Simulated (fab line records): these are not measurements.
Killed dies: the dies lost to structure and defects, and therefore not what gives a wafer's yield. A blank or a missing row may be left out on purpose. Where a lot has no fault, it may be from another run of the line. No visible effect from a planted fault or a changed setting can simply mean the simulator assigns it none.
Chamber matching ; flow gf180mcu ; GF_V4_CMP_04 on cmp-02: 4 sister chambers
The step polishes SiO2. 8 wafers are shown with their chamber, then 8 later ones without.

WAFERS WITH THEIR CHAMBER
wafer;chamber;motor-current-A (A);time-to-endpoint-s (s)
L957.6;0;10.8;90
L969.1;3;11.8;81
L969.5;0;10.4;91
L969.6;3;11.1;85
L971.1;2;12.7;84
L971.5;2;13.1;85
L971.6;1;12.2;74
L973.4;1;12.7;88

WAFERS WITH NO CHAMBER GIVEN
wafer;motor-current-A (A);time-to-endpoint-s (s)
L973.5;12.2;95
L973.6;10.4;87
L977.1;12.3;81
L977.2;12.3;87
L977.3;10.2;86
L979.2;12.6;82
L979.3;12.7;93
L979.5;11.5;94

THE CHAMBER EACH PASSED THROUGH
wafer;from the rows above;in truth
L973.5;can't be placed: 1 or 2 or 3 or 0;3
L973.6;0;0
L977.1;can't be placed: 1 or 2 or 3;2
L977.2;can't be placed: 1 or 2 or 3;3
L977.3;0;0
L979.2;can't be placed: 1 or 2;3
L979.3;can't be placed: 2 or 1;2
L979.5;can't be placed: 3 or 0 or 1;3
Placed correctly: 2 of 8. These rows do not allow placing 6 (true chamber among the candidates in 5). Placed wrongly: 0.
How it was worked out, from the rows above alone: a wafer's distance from a chamber is the root of the sum, over the readings, of the square of ((its reading less the chamber's mean) divided by the reading's scatter). The wafer belongs to the nearest chamber; if the next one is less than 2 further off, it can't be placed. For every chamber, the mean is computed from those of its wafers that are shown. How the scatter is found: for the shown wafers, subtract from each reading the mean of its chamber, square and add these, divide the total by (wafers less chambers), then take the root.
